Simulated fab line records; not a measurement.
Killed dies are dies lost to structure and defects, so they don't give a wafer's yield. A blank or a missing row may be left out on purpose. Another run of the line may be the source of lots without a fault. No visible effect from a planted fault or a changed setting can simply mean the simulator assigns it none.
Which tool was responsible? / flow sky130 / 14 lots, 42 wafers sampled, at 4 steps of a route of 708

== WHAT THE GAUGES READ, wafer by wafer ==
SKY_SD_N_RS_MEAS_18: measurement is done with a four-point probe.
lot=L355; measured=day 27 18:13; on=film metro-03; RES_XHIGH_RS (ohm/sq)=329.7 329.2 328.9
lot=L356; measured=day 28 14:11; on=film metro-03; RES_XHIGH_RS (ohm/sq)=330.8 329.6 330.0
lot=L357; measured=day 28 21:22; on=film metro-03; RES_XHIGH_RS (ohm/sq)=330.0 328.8 329.3
lot=L359; measured=day 29 16:31; on=film metro-04; RES_XHIGH_RS (ohm/sq)=331.3 330.4 329.6
lot=L360; measured=day 29 23:27; on=film metro-02; RES_XHIGH_RS (ohm/sq)=327.6 327.3 328.0
lot=L362; measured=day 30 07:17; on=film metro-02; RES_XHIGH_RS (ohm/sq)=328.2 330.3 331.1
lot=L367; measured=day 32 00:28; on=film metro-02; RES_XHIGH_RS (ohm/sq)=331.5 330.7 331.5
lot=L366; measured=day 32 07:05; on=film metro-03; RES_XHIGH_RS (ohm/sq)=329.6 328.5 329.2
lot=L371; measured=day 35 01:04; on=film metro-02; RES_XHIGH_RS (ohm/sq)=331.6 330.2 329.9
lot=L373; measured=day 35 01:38; on=film metro-04; RES_XHIGH_RS (ohm/sq)=330.0 329.2 330.1
lot=L375; measured=day 35 02:10; on=film metro-02; RES_XHIGH_RS (ohm/sq)=327.8 327.0 326.8
lot=L374; measured=day 35 03:41; on=film metro-03; RES_XHIGH_RS (ohm/sq)=330.4 330.0 329.4
lot=L377; measured=day 35 05:22; on=film metro-04; RES_XHIGH_RS (ohm/sq)=328.9 328.0 329.1
lot=L376; measured=day 35 09:07; on=film metro-03; RES_XHIGH_RS (ohm/sq)=328.5 328.1 328.4

SKY_LI_CONTACT_CD_MEAS_12: the cd target is 170 nm.
lot=L355; measured=day 28 23:07; on=cd sem-01; cd nm (nm)=167.0 167.1 167.8
lot=L356; measured=day 29 18:05; on=cd sem-01; cd nm (nm)=168.6 167.9 168.9
lot=L357; measured=day 30 01:47; on=cd sem-02; cd nm (nm)=170.8 171.2 171.1
lot=L359; measured=day 30 18:11; on=cd sem-01; cd nm (nm)=171.3 169.8 170.8
lot=L360; measured=day 31 03:23; on=cd sem-01; cd nm (nm)=169.2 170.5 171.3
lot=L362; measured=day 31 11:07; on=cd sem-01; cd nm (nm)=168.8 167.0 167.0
lot=L367; measured=day 33 03:53; on=cd sem-01; cd nm (nm)=169.0 169.6 168.2
lot=L366; measured=day 33 11:02; on=cd sem-02; cd nm (nm)=169.1 169.0 168.5
lot=L371; measured=day 36 04:31; on=cd sem-01; cd nm (nm)=169.0 169.3 169.6
lot=L373; measured=day 36 04:52; on=cd sem-01; cd nm (nm)=168.6 168.0 168.5
lot=L375; measured=day 36 05:52; on=cd sem-02; cd nm (nm)=171.9 171.5 169.4
lot=L374; measured=day 36 07:05; on=cd sem-02; cd nm (nm)=168.1 168.2 168.2
lot=L377; measured=day 36 08:41; on=cd sem-01; cd nm (nm)=168.9 169.8 167.6
lot=L376; measured=day 36 12:29; on=cd sem-01; cd nm (nm)=169.8 170.0 168.8

SKY_LI_CONTACT_THK_MEAS_23: measures by xrf.
lot=L355; measured=day 29 00:05; on=film metro-03; LI_CONTACT_W_THK (nm)=412 417 414
lot=L356; measured=day 29 19:02; on=film metro-03; LI_CONTACT_W_THK (nm)=413 419 421
lot=L357; measured=day 30 02:45; on=film metro-02; LI_CONTACT_W_THK (nm)=417 410 415
lot=L359; measured=day 30 19:09; on=film metro-02; LI_CONTACT_W_THK (nm)=416 412 396
lot=L360; measured=day 31 04:21; on=film metro-04; LI_CONTACT_W_THK (nm)=415 429 426
lot=L362; measured=day 31 12:05; on=film metro-04; LI_CONTACT_W_THK (nm)=410 429 427
lot=L367; measured=day 33 04:53; on=film metro-03; LI_CONTACT_W_THK (nm)=429 414 409
lot=L366; measured=day 33 12:01; on=film metro-02; LI_CONTACT_W_THK (nm)=416 417 401
lot=L371; measured=day 36 05:30; on=film metro-04; LI_CONTACT_W_THK (nm)=410 408 414
lot=L373; measured=day 36 05:51; on=film metro-04; LI_CONTACT_W_THK (nm)=424 423 420
lot=L375; measured=day 36 06:52; on=film metro-02; LI_CONTACT_W_THK (nm)=410 400 401
lot=L374; measured=day 36 08:05; on=film metro-03; LI_CONTACT_W_THK (nm)=414 416 423
lot=L377; measured=day 36 09:44; on=film metro-04; LI_CONTACT_W_THK (nm)=415 409 416
lot=L376; measured=day 36 13:30; on=film metro-03; LI_CONTACT_W_THK (nm)=425 408 427

== WHICH TOOL RAN EACH LOT (tool, then ch and the chambers of the sampled wafers, then the start) ==
lot=L355; SKY_LI_CONTACT_SPUTTER_20=pvd sputter-03, day 28 23:46
lot=L356; SKY_LI_CONTACT_SPUTTER_20=pvd sputter-03, day 29 18:44
lot=L357; SKY_LI_CONTACT_SPUTTER_20=pvd sputter-01, day 30 02:26
lot=L359; SKY_LI_CONTACT_SPUTTER_20=pvd sputter-01, day 30 18:50
lot=L360; SKY_LI_CONTACT_SPUTTER_20=pvd sputter-01, day 31 04:02
lot=L362; SKY_LI_CONTACT_SPUTTER_20=pvd sputter-04, day 31 11:46
lot=L367; SKY_LI_CONTACT_SPUTTER_20=pvd sputter-01, day 33 04:34
lot=L366; SKY_LI_CONTACT_SPUTTER_20=pvd sputter-01, day 33 11:41
lot=L371; SKY_LI_CONTACT_SPUTTER_20=pvd sputter-03, day 36 05:11
lot=L373; SKY_LI_CONTACT_SPUTTER_20=pvd sputter-01, day 36 05:32
lot=L375; SKY_LI_CONTACT_SPUTTER_20=pvd sputter-01, day 36 06:32
lot=L374; SKY_LI_CONTACT_SPUTTER_20=pvd sputter-03, day 36 07:46
lot=L377; SKY_LI_CONTACT_SPUTTER_20=pvd sputter-01, day 36 09:26
lot=L376; SKY_LI_CONTACT_SPUTTER_20=pvd sputter-03, day 36 13:11
- SKY_LI_CONTACT_SPUTTER_20: material TiN, target thk 20 nm, time 80 s.

== AS READ BY THE TOOLS THEMSELVES (means over the sampled wafers that have a number; for cases with no such wafer, the mark the record gives instead) ==
SKY_LI_CONTACT_SPUTTER_20.
lot=L355; tool=pvd sputter-03; cathode dc power W (W)=3999.9; throttle valve pct (%)=29.3
lot=L356; tool=pvd sputter-03; cathode dc power W (W)=3999.6; throttle valve pct (%)=29.2
lot=L357; tool=pvd sputter-01; cathode dc power W (W)=3999.5; throttle valve pct (%)=30.3
lot=L359; tool=pvd sputter-01; cathode dc power W (W)=3999.8; throttle valve pct (%)=31.0
lot=L360; tool=pvd sputter-01; cathode dc power W (W)=3999.9; throttle valve pct (%)=30.2
lot=L362; tool=pvd sputter-04; cathode dc power W (W)=4000.3; throttle valve pct (%)=29.8
lot=L367; tool=pvd sputter-01; cathode dc power W (W)=3897.8; throttle valve pct (%)=30.1
lot=L366; tool=pvd sputter-01; cathode dc power W (W)=3898.3; throttle valve pct (%)=31.2
lot=L371; tool=pvd sputter-03; cathode dc power W (W)=3999.0; throttle valve pct (%)=28.0
lot=L373; tool=pvd sputter-01; cathode dc power W (W)=3999.8; throttle valve pct (%)=31.7
lot=L375; tool=pvd sputter-01; cathode dc power W (W)=3999.8; throttle valve pct (%)=30.8
lot=L374; tool=pvd sputter-03; cathode dc power W (W)=3999.9; throttle valve pct (%)=27.9
lot=L377; tool=pvd sputter-01; cathode dc power W (W)=3999.4; throttle valve pct (%)=29.7
lot=L376; tool=pvd sputter-03; cathode dc power W (W)=3999.2; throttle valve pct (%)=28.7

== THE ANSWER, worked out from the rows above alone ==
Rule: the lots themselves supply what counts as usual. Put in order of their means at a reading, lots are off if they are a third of the lots or fewer, leave a main group of 4 or more, and stand apart from it by a gap of 3 or more times the standard deviation of the main group's means; of several such gaps the widest counts. A main group whose means are all the same, to the digits that the tables above print for the reading, isn't used. Also off: a lot with no number at a reading for which 4 or more lots have one. Where the step has rows for the other lots, those lots are counted as sound. Order of review: gauges by route order, followed by the tools' own readings, for which a lot's mean as printed above is used. The first step at which some lot is off is used, and at that step the reading that is off furthest; a lot without a number counts as furthest.
Off at SKY_LI_CONTACT_SPUTTER_20 (cathode dc power W): L367, L366. For the main group the mean is 3999.7 W and the standard deviation 0.34.
If a tool, at that step or one of the process steps before it, ran each lot that is off and ran no sound lot following the first of them, it fits. No candidate that was tried fits.

== WHAT WAS PUT IN BY THE SIMULATOR ==
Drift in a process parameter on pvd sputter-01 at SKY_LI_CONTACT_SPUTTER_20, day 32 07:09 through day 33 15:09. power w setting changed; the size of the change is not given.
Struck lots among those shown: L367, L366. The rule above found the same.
